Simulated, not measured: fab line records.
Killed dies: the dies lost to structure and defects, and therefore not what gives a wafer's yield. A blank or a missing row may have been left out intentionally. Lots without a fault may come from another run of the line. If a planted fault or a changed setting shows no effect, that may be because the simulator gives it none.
Struck lot and sound lot, side by side || flow sky130 || 15 steps out of a route of 708
Sound: these wafers, L176.4, L176.5, L176.6. Struck: wafer L190.3 (L190.2, L190.6, from the same lot, were not struck and are left out); the cause is given at the end.
Each step with rows lists, per side, the tool, then ch with its chambers, then its first start. Under that, the readings that differ: sound wafers || struck wafers || difference of the means || sigmas: that difference in standard deviations of wafers without a fault.
alike: readings whose means differ by less than 2 such deviations, and words and numbers that are the same on both sides. not compared: withheld readings, readings that some wafer has no value for, bounds like >300 that may hide the same value, and numbers for which the record gives no deviation and whose values overlap.
Wherever a step has rows on one side only, a row that says differs or no value, or a row with sigmas, the two part there. When numbers do not overlap yet have no deviation, they are printed without sigmas and do not part them. A reading that every wafer of one side lacks parts them only if that side has two wafers or more.

SKY_SD_N_RS_MEAS_16: a four-point-probe measurement.
  sound on filmMetro-04, day 28 17:40; struck on filmMetro-02, day 32 20:50
  alike: SD_N_RS
SKY_SD_N_RS_MEAS_17: a four-point-probe measurement.
  sound on filmMetro-04, day 28 17:47; struck on filmMetro-02, day 32 20:58
  alike: SD_P_RS
SKY_SD_N_RS_MEAS_18: a four-point-probe measurement.
  sound on filmMetro-04, day 28 17:55; struck on filmMetro-02, day 32 21:05
{"reading": "RES_XHIGH_RS (ohm/sq)", "sound": "334.1 334.2 334.3", "struck": 330.7, "difference": -3.5, "sigmas": -2}
then, 2 steps without rows for these wafers: SKY_SALICIDE_CLEAN_00 (cleans in HF-last, time 30 s); SKY_LI_CONTACT_HDPCVD_00 (deposits PSG, target thk 930 nm, time 155 s).
SKY_LI_CONTACT_THK_MEAS_01:
  sound on filmMetro-02, day 28 18:07; struck on filmMetro-01, day 32 21:22
  alike: LI_CONTACT_HDPCVD_THK
SKY_LI_CONTACT_CMP_02: polishes PSG.
  sound on cmp-02 ch 2,3, day 28 18:09; struck on cmp-01 ch 3, day 32 21:25
  alike: motorCurrentA, platenRpm, slurryFlowMlMin, timeToEndpointS
SKY_LI_CONTACT_BOW_MEAS_03:
  sound on filmMetro-04, day 28 18:31; struck on filmMetro-04, day 32 21:44
  alike: LI_CONTACT_BOW
then, 4 steps without rows for these wafers: SKY_LI_CONTACT_DEHYDRATE_04 (time 60 s); SKY_LI_CONTACT_HMDS_05 (prime time 60 s); SKY_LI_CONTACT_COAT_06 (resist thk 60 nm); SKY_LI_CONTACT_COAT_07 (resist thk 450 nm).
SKY_LI_CONTACT_SOFTBAKE_08: time 90 s.
  sound on lithoTrack-01 ch 0, day 29 07:00; struck on lithoTrack-01 ch 0, day 33 12:00
{"reading": "heaterPowerTotalW (W)", "sound": "57.43 57.36 57.16", "struck": 58.46, "difference": "+1.14", "sigmas": "+10"}
{"reading": "runLengthS (s)", "sound": "119.29 119.16 119.06", "struck": 114.17, "difference": -5.00, "sigmas": -29}
then, 1 step without rows for these wafers: SKY_LI_CONTACT_EXPOSE_09 (exposes mask LICM1, target cd 170 nm).
-- record jumps: 16 days separate the struck wafers' starts on either side; left off in module LI_CONTACT, taken up again in module PAD_OPEN, whose first shown step is the route's number 708 --
SKY_PAD_OPEN_PROBE_99:
  sound on prober-02, day 46 00:38; struck on prober-01, day 49 05:43
  alike: killed_at_M0_to_M3, killed_at_M4_up, killedAtContacts, killedAtFrontEnd, killedAtOther, killedDies, killedOpen, killedShort

WHERE THEY PART
Last at SKY_LI_CONTACT_SOFTBAKE_08 as far as this record goes, first at SKY_SD_N_RS_MEAS_18. Later steps at which nothing parts them and some readings are alike: SKY_PAD_OPEN_PROBE_99.

WHY: what had been put in by the simulator
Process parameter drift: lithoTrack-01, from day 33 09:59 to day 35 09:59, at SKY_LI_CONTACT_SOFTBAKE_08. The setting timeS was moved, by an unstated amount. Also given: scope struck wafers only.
